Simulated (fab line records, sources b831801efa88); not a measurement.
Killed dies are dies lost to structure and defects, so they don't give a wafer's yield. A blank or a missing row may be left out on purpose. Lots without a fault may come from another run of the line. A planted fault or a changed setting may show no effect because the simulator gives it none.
Which tool did it? | flow sky130 | 12 lots, 36 wafers sampled, at 1 step of a route of 708

WHAT THE GAUGES READ, wafer by wafer
SKY_FIELD_ISO_CD_MEAS_13: target cd 150 nm.
lot  | measured    | on        | cd_nm (nm)
L720 | day 2 09:13 | cd_sem-02 | 149.7 147.8 147.7
L722 | day 2 15:14 | cd_sem-01 | 150.3 149.4 147.6
L723 | day 2 19:14 | cd_sem-01 | 148.2 148.8 149.1
L725 | day 3 05:42 | cd_sem-01 | 149.9 149.5 149.1
L726 | day 3 12:04 | cd_sem-02 | 151.4 150.3 152.4
L727 | day 3 19:16 | cd_sem-02 | 148.0 150.1 150.6
L728 | day 3 22:08 | cd_sem-02 | 149.8 150.3 150.2
L729 | day 4 02:46 | cd_sem-02 | 151.6 149.5 149.5
L730 | day 4 04:54 | cd_sem-01 | 152.1 150.9 152.0
L736 | day 5 16:17 | cd_sem-02 | 148.3 148.2 149.1
L738 | day 6 02:56 | cd_sem-02 | 152.1 152.9 152.7
L742 | day 6 23:15 | cd_sem-01 | 147.2 147.7 147.8

WHICH TOOL RAN EACH LOT (tool, then ch and the chambers of the sampled wafers, then the start)
The record holds no process step before these readings.

WHAT THE TOOLS THEMSELVES READ (means of the sampled wafers that have a number; where no wafer has one, the mark that the record gives instead)
The record holds no such reading with a usual standard deviation.

THE ANSWER, worked out from the rows above alone
Rule: what is usual is taken from the lots themselves. Put in order of their means at a reading, lots are off if they are a third of the lots or fewer, leave a main group of 4 or more, and stand apart from it by a gap of 3 or more times the standard deviation of the main group's means; of several such gaps the widest counts. A main group whose means are all the same, to the digits that the tables above print for the reading, isn't used. A lot without any number at a reading at which 4 lots or more have one is off too. The other lots that the step has rows for count as sound. The gauges are gone through in route order, then the tools' own readings, and for those a lot's mean is taken as printed above. The first step at which some lot is off is used, and at that step the reading that is off furthest; a lot without a number counts as furthest.
No lot is off at any reading shown: from this, nothing can be told.

WHAT THE SIMULATOR HAD PUT IN
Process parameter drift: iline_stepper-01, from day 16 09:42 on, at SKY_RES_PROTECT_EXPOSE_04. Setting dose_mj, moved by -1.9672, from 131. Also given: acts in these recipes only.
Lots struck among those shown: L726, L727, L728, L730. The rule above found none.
